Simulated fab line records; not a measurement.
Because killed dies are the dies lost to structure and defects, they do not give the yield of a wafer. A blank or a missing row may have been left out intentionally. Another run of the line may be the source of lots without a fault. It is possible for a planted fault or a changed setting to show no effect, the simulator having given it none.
Which tool did it? ; flow gf180mcu ; 42 wafers from 14 lots sampled at 4 of the route's 602 steps

## WHAT THE GAUGES READ, wafer by wafer
GF_PSD_CD_MEAS_07: the cd target is 400 nm. Usual: cd_nm at 400.2 nm, with a standard deviation of 2.6.
lot;measured;on;cd_nm (nm);flag
L949;day 14 11:41;cd_sem-01;402.2 403.2 402.8;
L951;day 15 06:51;cd_sem-02;395.3 395.0 396.2;
L952;day 15 10:32;cd_sem-02;398.8 397.6 399.2;
L953;day 15 23:19;cd_sem-01;400.1 396.9 398.3;
L955;day 16 12:59;cd_sem-02;402.0 400.9 399.2;
L956;day 17 00:38;cd_sem-02;399.8 398.9 400.2;
L957;day 17 07:58;cd_sem-02;402.3 400.0 401.1;
L958;day 17 17:38;cd_sem-02;398.9 398.9 397.2;
L959;day 18 04:12;cd_sem-02;403.4 399.9 398.7;
L961;day 18 22:15;cd_sem-02;400.6 402.7 403.2;
L962;day 19 03:01;cd_sem-02;394.2 395.5 395.5;
L963;day 19 07:53;cd_sem-01;400.6 402.2 403.7;
L964;day 20 00:47;cd_sem-01;401.0 400.3 402.3;
L965;day 20 04:26;cd_sem-01;401.0 402.3 401.0;

GF_SAB_OVL_MEAS_10. Usual: for SAB_OVL the level is 0.1 nm and the standard deviation is 1.5.
lot;measured;on;SAB_OVL (nm);flag
L949;day 15 10:04;overlay-01;-0.2 1.3 0.5;
L951;day 16 05:04;overlay-02;-1.0 -0.2 -2.7;
L952;day 16 09:01;overlay-02;1.2 1.4 1.1;
L953;day 16 22:19;overlay-01;0.3 0.9 -0.1;
L955;day 17 12:25;overlay-01;2.9 2.9 2.5;
L956;day 18 00:19;overlay-02;-1.1 0.7 -1.5;
L957;day 18 08:01;overlay-01;-1.0 -0.6 -2.1;
L958;day 18 18:10;overlay-02;0.5 0.3 1.2;
L959;day 19 05:07;overlay-02;0.8 0.7 2.0;
L961;day 19 23:25;overlay-01;-2.2 -1.2 0.2;
L962;day 20 04:53;overlay-01;-0.8 1.2 -0.8;
L963;day 20 09:16;overlay-01;1.1 1.9 1.9;
L964;day 21 02:01;overlay-01;1.6 1.6 -0.2;
L965;day 21 05:19;overlay-01;-1.7 -2.5 -2.5;

GF_CONTACT_THK_MEAS_01. Usual: for CONTACT_CVD_00_THK the level is 301 nm and the standard deviation is 3.6.
lot;measured;on;CONTACT_CVD_00_THK (nm);flag
L949;day 15 11:02;film_metro-01;307 300 304;
L951;day 16 06:00;film_metro-01;301 299 299;
L952;day 16 09:58;film_metro-04;300 299 299;
L953;day 16 23:17;film_metro-01;306 306 303;
L955;day 17 13:23;film_metro-04;301 303 305;
L956;day 18 01:24;film_metro-02;300 298 297;
L957;day 18 08:59;film_metro-01;302 298 294;
L958;day 18 19:16;film_metro-04;301 302 301;
L959;day 19 06:04;film_metro-01;304 305 308;
L961;day 20 00:22;film_metro-04;297 299 300;
L962;day 20 05:50;film_metro-04;302 297 302;
L963;day 20 10:15;film_metro-04;298 296 299;
L964;day 21 02:58;film_metro-01;301 306 301;
L965;day 21 06:17;film_metro-04;306 306 306;

## EACH LOT AND THE TOOL THAT RAN IT (in order: tool; ch and the chambers of the sampled wafers; start)
lot;GF_STI_WET_ETCH_26
L949;wet_bench-03 ch 2, day 2 10:24
L951;wet_bench-03 ch 1, day 2 18:54
L952;wet_bench-03 ch 2, day 3 00:40
L953;wet_bench-02 ch 0, day 3 06:05
L955;wet_bench-01 ch 0, day 3 16:22
L956;wet_bench-03 ch 0, day 3 21:38
L957;wet_bench-02 ch 1, day 4 01:33
L958;wet_bench-02 ch 1, day 4 08:19
L959;wet_bench-03 ch 2, day 4 13:50
L961;wet_bench-03 ch 1, day 4 23:36
L962;wet_bench-03 ch 1, day 5 03:32
L963;wet_bench-03 ch 2, day 5 09:53
L964;wet_bench-01 ch 0, day 5 15:51
L965;wet_bench-02 ch 0, day 5 19:39
- GF_STI_WET_ETCH_26: etches SiO2 in dHF, target depth 94 nm, time 188 s.

## AS READ BY THE TOOLS THEMSELVES (means over the sampled wafers that have a number; for cases with no such wafer, the mark the record gives instead)
GF_STI_WET_ETCH_26. Usual: run_length_s at 214.3 s, with a standard deviation of 2.6.
lot;tool;run_length_s (s);flag
L949;wet_bench-03;212.2;
L951;wet_bench-03;212.9;
L952;wet_bench-03;213.0;
L953;wet_bench-02;213.1;
L955;wet_bench-01;214.7;
L956;wet_bench-03;213.8;
L957;wet_bench-02;212.6;
L958;wet_bench-02;220.9;
L959;wet_bench-03;212.5;
L961;wet_bench-03;213.0;
L962;wet_bench-03;100.6;OFF
L963;wet_bench-03;100.5;OFF
L964;wet_bench-01;213.8;
L965;wet_bench-02;213.7;

## THE ANSWER, worked out from the rows above alone
Rule: lot off if the mean of its wafers having a number is beyond 3 standard deviations from the usual mean. A lot without any number at a reading at which 4 lots or more have one is off too. The other lots that the step has rows for count as sound. First the gauges in route order, then the tools' own readings, where a lot's mean is used as printed above. The first step at which some lot is off is used, and at that step the reading that is off furthest; a lot without a number counts as furthest.
Off, at GF_STI_WET_ETCH_26 on run_length_s: L962, L963.
A tool fits if, at that step or a process step before it, it ran every lot that is off, and no sound lot after the first of them. One candidate fits, namely wet_bench-03 at GF_STI_WET_ETCH_26. A fault onset in the window from L961 (day 4 23:36, its last sound lot) to L962 (day 5 03:32, its first lot off) fits.
The tool's own readings at GF_STI_WET_ETCH_26 bear it out: on the lots that are off they differ by more than 5 times the standard deviation of the sound lots' means. run_length_s reads 100.5 s there against 213.8 s on the sound lots.

## WHAT THE SIMULATOR PUT IN
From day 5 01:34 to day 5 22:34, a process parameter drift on wet_bench-03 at GF_STI_WET_ETCH_26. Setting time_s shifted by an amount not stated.
Shown lots that were struck: L962, L963. The rule above reached the same finding.
